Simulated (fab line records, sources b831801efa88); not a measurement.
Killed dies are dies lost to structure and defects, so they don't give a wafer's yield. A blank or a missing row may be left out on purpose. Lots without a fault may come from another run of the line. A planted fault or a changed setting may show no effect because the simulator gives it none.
One fault seen from 2 desks | flow sky130 | each desk has only its own numbers; what lay behind them comes last

THE METROLOGY DESK
What the gauges read, lot by lot, whatever tool the lot ran on: means of the sampled wafers that have a number. A lot is out of limits, marked OUT, if its mean lies more than 4 standard deviations from the usual mean; the brackets give that distance.
Columns: A = cd_nm at SKY_VIA2_CD_MEAS_12, usual 199.6 nm
lot  | first seen here | A
L472 | day 36 12:29    | 200.4
L473 | day 36 16:19    | 199.5
L474 | day 37 01:01    | 199.8
L475 | day 37 05:55    | 199.1
L476 | day 37 18:23    | 198.5
L478 | day 38 08:23    | 200.2
L477 | day 38 12:34    | 199.1
L479 | day 38 21:10    | 201.2
L481 | day 39 16:04    | 199.1
L482 | day 39 20:22    | 200.3
L491 | day 42 07:09    | 198.2
L495 | day 42 23:41    | 201.2
L494 | day 43 01:56    | 199.4
This desk's finding: nothing out of limits on any of the 13 lots.

THE TOOL OWNER'S DESK: implanter-03
The tool's own readings at SKY_VT_ADJUST_HVTP_IMPLANT_09: means of the sampled wafers that have a number, for each lot that ran on this tool. A lot is out of limits, marked OUT, if its mean lies more than 4 standard deviations from the usual mean; the brackets give that distance.
Columns: A = beam_energy_keV at SKY_VT_ADJUST_HVTP_IMPLANT_09, usual 149.99
lot  | first seen here | A
L477 | day 7 14:31     | 149.93
L478 | day 7 16:07     | 149.96
L479 | day 7 23:23     | 150.04
L481 | day 8 12:28     | 156.31 (+99 or more) OUT
L482 | day 8 14:37     | 156.31 (+99 or more) OUT
This desk's finding: out of limits on L481, L482; first on L481, day 8 12:28 (beam_energy_keV at SKY_VT_ADJUST_HVTP_IMPLANT_09). In limits: L477, L478, L479.

PUT TOGETHER
The tool owner's desk could have raised an alarm at day 8 12:28, on L481, L482.
The metrology desk saw nothing out of limits.
The metrology desk has L481, L482 on record, within its limits.
Of the lots named, all ran SKY_VT_ADJUST_HVTP_IMPLANT_09 on implanter-03.

WHAT THE SIMULATOR HAD PUT IN
Process parameter drift: implanter-03, from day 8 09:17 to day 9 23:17, at SKY_VT_ADJUST_HVTP_IMPLANT_09. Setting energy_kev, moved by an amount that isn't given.
Lots struck among those shown: L481, L482.
Hours from the fault's start to each desk's first reading out of limits: the tool owner's desk, 3.
